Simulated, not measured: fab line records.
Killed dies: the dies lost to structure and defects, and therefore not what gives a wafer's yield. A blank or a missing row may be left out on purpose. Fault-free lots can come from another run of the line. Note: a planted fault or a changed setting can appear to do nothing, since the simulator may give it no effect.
Which of the tools did it? | flow gf180mcu | 24 lots with 72 wafers sampled at 4 steps, on a route of 602 steps

## WHAT THE GAUGES READ, wafer by wafer
GF_STI_THK_MEAS_24. Usual: STI_CVD_23_THK gives 649 nm (standard deviation 6.8).
lot  | measured    | on            | STI_CVD_23_THK (nm) | flag
L074 | day 2 04:11 | film_metro-03 | 643 641 640         |
L075 | day 2 08:47 | film_metro-02 | 649 652 641         |
L076 | day 2 14:27 | film_metro-03 | 643 637 638         |
L077 | day 2 18:52 | film_metro-02 | 642 639 648         |
L078 | day 2 23:53 | film_metro-01 | 656 643 653         |
L079 | day 3 05:47 | film_metro-01 | 649 646 639         |
L080 | day 3 09:24 | film_metro-01 | 639 642 645         |
L081 | day 3 15:00 | film_metro-02 | 651 655 654         |
L082 | day 3 20:55 | film_metro-01 | 633 646 644         |
L083 | day 4 02:13 | film_metro-01 | 648 648 650         |
L084 | day 4 08:44 | film_metro-03 | 659 653 656         |
L085 | day 4 13:27 | film_metro-01 | 648 650 659         |
L086 | day 4 17:13 | film_metro-01 | 642 662 658         |
L087 | day 4 21:53 | film_metro-03 | 645 655 651         |
L088 | day 5 04:04 | film_metro-02 | 655 661 660         |
L089 | day 5 09:56 | film_metro-01 | 651 653 645         |
L090 | day 5 13:32 | film_metro-03 | 653 642 652         |
L091 | day 5 19:02 | film_metro-03 | 651 650 648         |
L092 | day 6 00:56 | film_metro-03 | 649 654 654         |
L093 | day 6 05:40 | film_metro-02 | 669 647 657         |
L094 | day 6 10:28 | film_metro-01 | 643 642 641         |
L095 | day 6 16:37 | film_metro-03 | 659 646 652         |
L096 | day 6 22:18 | film_metro-02 | 649 653 646         |
L097 | day 7 02:05 | film_metro-03 | 649 657 651         |

GF_MVSD_TW_MEAS_11. Usual: MVSD_TW gives 1570 (standard deviation 15).
lot  | measured     | on            | MVSD_TW        | flag
L074 | day 4 11:13  | film_metro-03 | 1553 1566 1563 |
L075 | day 4 16:26  | film_metro-02 | 1589 1590 1588 |
L076 | day 4 23:35  | film_metro-03 | 1551 1566 1559 |
L077 | day 5 04:40  | film_metro-02 | 1577 1576 1568 |
L078 | day 5 09:17  | film_metro-03 | 1546 1547 1556 |
L079 | day 5 15:52  | film_metro-02 | 1576 1569 1582 |
L080 | day 5 21:59  | film_metro-03 | 1549 1550 1557 |
L081 | day 6 03:09  | film_metro-03 | 1565 1559 1553 |
L082 | day 6 10:07  | film_metro-04 | 1571 1561 1567 |
L083 | day 6 16:32  | film_metro-02 | 1584 1576 1589 |
L084 | day 6 22:31  | film_metro-02 | 1593 1594 1593 |
L085 | day 7 03:58  | film_metro-04 | 1560 1563 1564 |
L086 | day 7 08:41  | film_metro-03 | 1566 1574 1580 |
L087 | day 7 14:55  | film_metro-03 | 1561 1563 1573 |
L088 | day 7 21:31  | film_metro-02 | 1587 1585 1591 |
L089 | day 8 03:28  | film_metro-02 | 1587 1589 1601 |
L090 | day 8 08:45  | film_metro-03 | 1564 1562 1560 |
L091 | day 8 13:15  | film_metro-03 | 1548 1560 1566 |
L092 | day 8 21:09  | film_metro-02 | 1588 1581 1591 |
L093 | day 9 02:55  | film_metro-04 | 1553 1556 1556 |
L094 | day 9 08:26  | film_metro-03 | 1559 1546 1561 |
L095 | day 9 14:23  | film_metro-03 | 1560 1550 1546 |
L096 | day 9 21:08  | film_metro-04 | 1551 1560 1561 |
L097 | day 10 00:26 | film_metro-02 | 1587 1601 1601 |

GF_CONTACT_THK_MEAS_26: measures by xrf. Usual: CONTACT_W_THK gives 304 nm (standard deviation 3.7).
lot  | measured     | on            | CONTACT_W_THK (nm) | flag
L074 | day 16 08:14 | film_metro-03 | 303 305 303        |
L075 | day 16 11:28 | film_metro-02 | 298 302 302        |
L076 | day 17 02:13 | film_metro-03 | 309 310 309        |
L077 | day 17 07:11 | film_metro-02 | 303 304 302        |
L078 | day 17 16:49 | film_metro-04 | 301 301 306        |
L079 | day 18 03:37 | film_metro-04 | 308 304 305        |
L080 | day 18 11:51 | film_metro-03 | 308 312 310        |
L081 | day 18 22:04 | film_metro-03 | 304 305 304        |
L082 | day 19 07:37 | film_metro-04 | 302 304 302        |
L083 | day 19 13:10 | film_metro-03 | 310 307 306        |
L084 | day 20 03:25 | film_metro-03 | 303 302 305        |
L085 | day 20 07:56 | film_metro-02 | 301 301 303        |
L086 | day 20 18:18 | film_metro-02 | 295 299 300        |
L087 | day 21 01:11 | film_metro-03 | 308 309 308        |
L088 | day 21 09:12 | film_metro-02 | 303 302 303        |
L089 | day 21 19:44 | film_metro-03 | 307 307 303        |
L090 | day 22 01:35 | film_metro-03 | 306 305 305        |
L091 | day 22 08:25 | film_metro-02 | 300 300 301        |
L092 | day 22 19:38 | film_metro-03 | 309 303 307        |
L093 | day 23 01:10 | film_metro-02 | 300 301 298        |
L094 | day 23 10:25 | film_metro-03 | 308 304 304        |
L095 | day 23 16:45 | film_metro-03 | 306 304 304        |
L096 | day 24 02:54 | film_metro-02 | 305 300 304        |
L097 | day 24 08:19 | film_metro-03 | 304 308 303        |

## TOOL THAT RAN EACH LOT (tool first, then ch and the chambers of the sampled wafers, then the start)
lot  | GF_VT_IMPLANT_DEHYDRATE_33
L074 | litho_track-03 ch 0, day 7 05:37
L075 | litho_track-04 ch 0, day 7 12:44
L076 | litho_track-03 ch 0, day 7 21:15
L077 | litho_track-02 ch 0, day 8 01:14
L078 | litho_track-03 ch 0, day 8 08:31
L079 | litho_track-03 ch 0, day 8 15:36
L080 | litho_track-04 ch 0, day 8 22:10
L081 | litho_track-04 ch 0, day 9 03:56
L082 | litho_track-04 ch 0, day 9 11:52
L083 | litho_track-02 ch 0, day 9 19:14
L084 | litho_track-04 ch 0, day 10 03:04
L085 | litho_track-04 ch 0, day 10 07:50
L086 | litho_track-02 ch 0, day 10 13:20
L087 | litho_track-02 ch 0, day 10 19:17
L088 | litho_track-03 ch 0, day 11 03:18
L089 | litho_track-02 ch 0, day 11 09:35
L090 | litho_track-02 ch 0, day 11 15:17
L091 | litho_track-02 ch 0, day 11 22:19
L092 | litho_track-03 ch 0, day 12 06:21
L093 | litho_track-04 ch 0, day 12 13:12
L094 | litho_track-03 ch 0, day 12 19:49
L095 | litho_track-03 ch 0, day 13 01:40
L096 | litho_track-04 ch 0, day 13 09:15
L097 | litho_track-04 ch 0, day 13 13:12
- GF_VT_IMPLANT_DEHYDRATE_33: time 61.58 s.

## AS READ BY THE TOOLS THEMSELVES (means over the sampled wafers that have a number; for cases with no such wafer, the mark the record gives instead)
GF_VT_IMPLANT_DEHYDRATE_33. Usual: plate_sensor_t_centre_C 201.07 C, standard deviation 0.0096; plate_sensor_t_edge_C 201.56 C, standard deviation 0.0097.
lot  | tool           | plate_sensor_t_centre_C (C) | plate_sensor_t_edge_C (C) | flag
L074 | litho_track-03 | 201.07                      | 201.55                    |
L075 | litho_track-04 | 201.06                      | 201.55                    |
L076 | litho_track-03 | 201.06                      | 201.55                    |
L077 | litho_track-02 | 201.08                      | 201.56                    |
L078 | litho_track-03 | 201.07                      | 201.55                    |
L079 | litho_track-03 | 201.07                      | 201.57                    |
L080 | litho_track-04 | 201.06                      | 201.55                    |
L081 | litho_track-04 | 201.07                      | 201.54                    |
L082 | litho_track-04 | 201.07                      | 201.55                    |
L083 | litho_track-02 | 201.07                      | 201.55                    |
L084 | litho_track-04 | 201.08                      | 201.56                    |
L085 | litho_track-04 | 201.07                      | 201.55                    |
L086 | litho_track-02 | 201.08                      | 201.55                    |
L087 | litho_track-02 | 201.07                      | 201.55                    |
L088 | litho_track-03 | 201.07                      | 201.56                    |
L089 | litho_track-02 | 201.07                      | 201.56                    |
L090 | litho_track-02 | 201.08                      | 201.55                    |
L091 | litho_track-02 | 201.07                      | 201.55                    |
L092 | litho_track-03 | 201.07                      | 201.55                    |
L093 | litho_track-04 | 201.08                      | 201.55                    |
L094 | litho_track-03 | 201.07                      | 201.56                    |
L095 | litho_track-03 | 201.07                      | 201.55                    |
L096 | litho_track-04 | 201.06                      | 201.56                    |
L097 | litho_track-04 | 201.06                      | 201.55                    |

## THE ANSWER, worked out from the rows above alone
Rule: take the mean of a lot's wafers that have a number; if it is more than 3 standard deviations from the usual mean, the lot is off. A lot without any number at a reading at which 4 lots or more have one is off too. Any other lot the step has rows for is counted as sound. After the gauges, taken in route order, come the tools' own readings; for these a lot's mean is taken, as printed above. At the first step where some lot is off, the reading lying furthest off is the one used; lots without a number count as furthest.
None of the lots is off at any reading shown; this tells nothing.

## WHAT THE SIMULATOR HAD INSERTED
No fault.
